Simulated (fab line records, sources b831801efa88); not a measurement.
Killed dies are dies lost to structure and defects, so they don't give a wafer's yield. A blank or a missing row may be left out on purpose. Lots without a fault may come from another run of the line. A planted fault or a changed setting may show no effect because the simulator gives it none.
Which tool did it? | flow gf180mcu | 12 lots, 36 wafers sampled, at 5 steps of a route of 602

WHAT THE GAUGES READ, wafer by wafer
GF_HV_LDD_OVL_MEAS_32.
lot  | measured     | on         | HV_LDD_02_OVL (nm)
L394 | day 11 18:32 | overlay-02 | 0.9 1.1 -0.1
L395 | day 12 03:55 | overlay-02 | -0.1 -0.2 -1.4
L396 | day 12 06:46 | overlay-02 | 3.3 0.4 1.2
L398 | day 12 19:41 | overlay-01 | 0.7 -0.8 -2.2
L400 | day 13 10:50 | overlay-02 | 0.8 1.1 -0.2
L404 | day 14 19:08 | overlay-02 | 116.5 114.9 116.6
L405 | day 15 03:55 | overlay-01 | -1.3 0.5 -0.3
L406 | day 15 12:41 | overlay-02 | 116.1 115.0 114.2
L408 | day 16 03:05 | overlay-01 | -0.6 -2.6 -1.9
L411 | day 17 03:40 | overlay-01 | -0.7 -0.1 -1.7
L412 | day 17 13:14 | overlay-01 | 1.1 0.0 -0.7
L415 | day 18 06:52 | overlay-02 | -1.9 -0.3 -1.4

GF_HV_LDD_CD_MEAS_46: target cd 400 nm.
lot  | measured     | on        | cd_nm (nm)
L394 | day 12 14:50 | cd_sem-01 | 395.6 399.2 397.1
L395 | day 13 00:47 | cd_sem-01 | 394.3 394.5 397.9
L396 | day 13 02:41 | cd_sem-01 | 400.7 401.8 400.6
L398 | day 13 16:12 | cd_sem-02 | 399.3 402.8 401.3
L400 | day 14 08:11 | cd_sem-02 | 396.1 397.8 396.2
L404 | day 15 16:55 | cd_sem-01 | 401.8 400.3 401.3
L405 | day 16 02:29 | cd_sem-02 | 405.1 404.1 403.3
L406 | day 16 11:37 | cd_sem-02 | 396.3 397.9 396.2
L408 | day 17 02:13 | cd_sem-01 | 399.7 398.6 399.5
L411 | day 18 01:51 | cd_sem-01 | 395.7 396.1 394.5
L412 | day 18 12:23 | cd_sem-02 | 400.7 394.7 398.7
L415 | day 19 07:40 | cd_sem-02 | 398.1 398.0 398.3

GF_HV_LDD_THK_MEAS_55.
lot  | measured     | on            | HV_LDD_CVD_54_THK (nm)
L394 | day 12 16:34 | film_metro-04 | 9.99 9.95 9.86
L395 | day 13 02:35 | film_metro-04 | 10.38 10.22 10.24
L396 | day 13 05:06 | film_metro-03 | 10.22 10.11 10.14
L398 | day 13 17:55 | film_metro-03 | 10.20 10.29 10.13
L400 | day 14 09:54 | film_metro-01 | 10.07 10.14 10.05
L404 | day 15 18:38 | film_metro-01 | 10.00 10.04 10.09
L405 | day 16 04:13 | film_metro-04 | 10.19 10.09 10.16
L406 | day 16 13:23 | film_metro-01 | 9.87 9.87 9.92
L408 | day 17 04:31 | film_metro-03 | 10.01 9.90 9.79
L411 | day 18 03:40 | film_metro-04 | 9.89 9.84 9.77
L412 | day 18 14:05 | film_metro-04 | 10.14 10.20 10.18
L415 | day 19 09:22 | film_metro-03 | 10.42 10.41 10.36

WHICH TOOL RAN EACH LOT (tool, then ch and the chambers of the sampled wafers, then the start)
lot  | GF_HV_LDD_STRIP_22                   | GF_HV_LDD_EXPOSE_28
L394 | plasma_asher-04 ch 0,1, day 10 23:32 | iline_stepper-01 ch 0, day 11 09:26
L395 | plasma_asher-02 ch 0,1, day 11 09:17 | iline_stepper-01 ch 0, day 11 18:13
L396 | plasma_asher-01 ch 0,1, day 11 11:52 | iline_stepper-02 ch 0, day 11 21:08
L398 | plasma_asher-02 ch 0, day 12 00:05   | iline_stepper-02 ch 0, day 12 09:50
L400 | plasma_asher-02 ch 0,1, day 12 14:43 | iline_stepper-02 ch 0, day 13 01:31
L404 | plasma_asher-02 ch 0,1, day 13 22:19 | iline_stepper-01 ch 0, day 14 08:53
L405 | plasma_asher-04 ch 0,1, day 14 06:31 | iline_stepper-02 ch 0, day 14 17:20
L406 | plasma_asher-04 ch 0,1, day 14 15:45 | iline_stepper-01 ch 0, day 15 02:21
L408 | plasma_asher-01 ch 0,1, day 15 05:41 | iline_stepper-02 ch 0, day 15 16:32
L411 | plasma_asher-02 ch 0,1, day 16 05:40 | iline_stepper-02 ch 0, day 16 17:14
L412 | plasma_asher-02 ch 0,1, day 16 14:09 | iline_stepper-02 ch 0, day 17 01:22
L415 | plasma_asher-02 ch 0,1, day 17 08:51 | iline_stepper-02 ch 0, day 17 19:58
- GF_HV_LDD_STRIP_22: strips in O2/N2.
- GF_HV_LDD_EXPOSE_28: exposes mask Nplus HV AREA, target cd 400 nm.

WHAT THE TOOLS THEMSELVES READ (means of the sampled wafers that have a number; where no wafer has one, the mark that the record gives instead)
GF_HV_LDD_STRIP_22.
lot  | tool            | drypump_motor_current_A (A) | heater_power_w (W) | n2_flow_sccm (sccm) | o2_flow_sccm (sccm) | oes_product_au (a.u.) | strip_time_to_endpoint_s (s)
L394 | plasma_asher-04 | 5.6                         | 319                | 300.0               | 2989                | 0.718                 | 12.64
L395 | plasma_asher-02 | 6.1                         | 320                | 299.0               | 2986                | 0.718                 | 12.56
L396 | plasma_asher-01 | 6.5                         | 357                | 299.5               | 3002                | 0.716                 | 12.63
L398 | plasma_asher-02 | 6.0                         | 291                | 300.5               | 2996                | 0.714                 | 12.71
L400 | plasma_asher-02 | 6.1                         | 337                | 298.8               | 2996                | 0.717                 | 12.63
L404 | plasma_asher-02 | 6.1                         | 315                | 300.4               | 2990                | 0.715                 | 12.64
L405 | plasma_asher-04 | 5.6                         | 305                | 299.5               | 3008                | 0.718                 | 12.64
L406 | plasma_asher-04 | 5.6                         | 320                | 299.0               | 2994                | 0.719                 | 12.63
L408 | plasma_asher-01 | 6.6                         | 359                | 299.8               | 2994                | 0.714                 | 12.65
L411 | plasma_asher-02 | 6.1                         | 341                | 299.5               | 2996                | 0.715                 | 12.58
L412 | plasma_asher-02 | 6.1                         | 317                | 300.4               | 3004                | 0.714                 | 12.61
L415 | plasma_asher-02 | 6.1                         | 339                | 300.0               | 2987                | 0.716                 | 12.64

THE ANSWER, worked out from the rows above alone
Rule: what is usual is taken from the lots themselves. Put in order of their means at a reading, lots are off if they are a third of the lots or fewer, leave a main group of 4 or more, and stand apart from it by a gap of 3 or more times the standard deviation of the main group's means; of several such gaps the widest counts. A main group whose means are all the same, to the digits that the tables above print for the reading, isn't used. A lot without any number at a reading at which 4 lots or more have one is off too. The other lots that the step has rows for count as sound. The gauges are gone through in route order, then the tools' own readings, and for those a lot's mean is taken as printed above. The first step at which some lot is off is used, and at that step the reading that is off furthest; a lot without a number counts as furthest.
Off: L404, L406, at GF_HV_LDD_OVL_MEAS_32 (HV_LDD_02_OVL). The main group: mean -0.2 nm, standard deviation 0.94.
A tool fits if, at a process step before that reading, it ran every lot that is off, and no sound lot after the first of them. The gauges at GF_HV_LDD_OVL_MEAS_32 are tried like those tools. One fits: iline_stepper-01 at GF_HV_LDD_EXPOSE_28. Its last sound lot is L395 (day 11 18:13), its first lot that is off L404 (day 14 08:53): a fault that began between those two fits.

WHAT THE SIMULATOR HAD PUT IN
Scanner matching overlay: iline_stepper-01, from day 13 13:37 on, at GF_HV_LDD_EXPOSE_28. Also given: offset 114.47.
Lots struck among those shown: L404, L406. The rule above found the same.
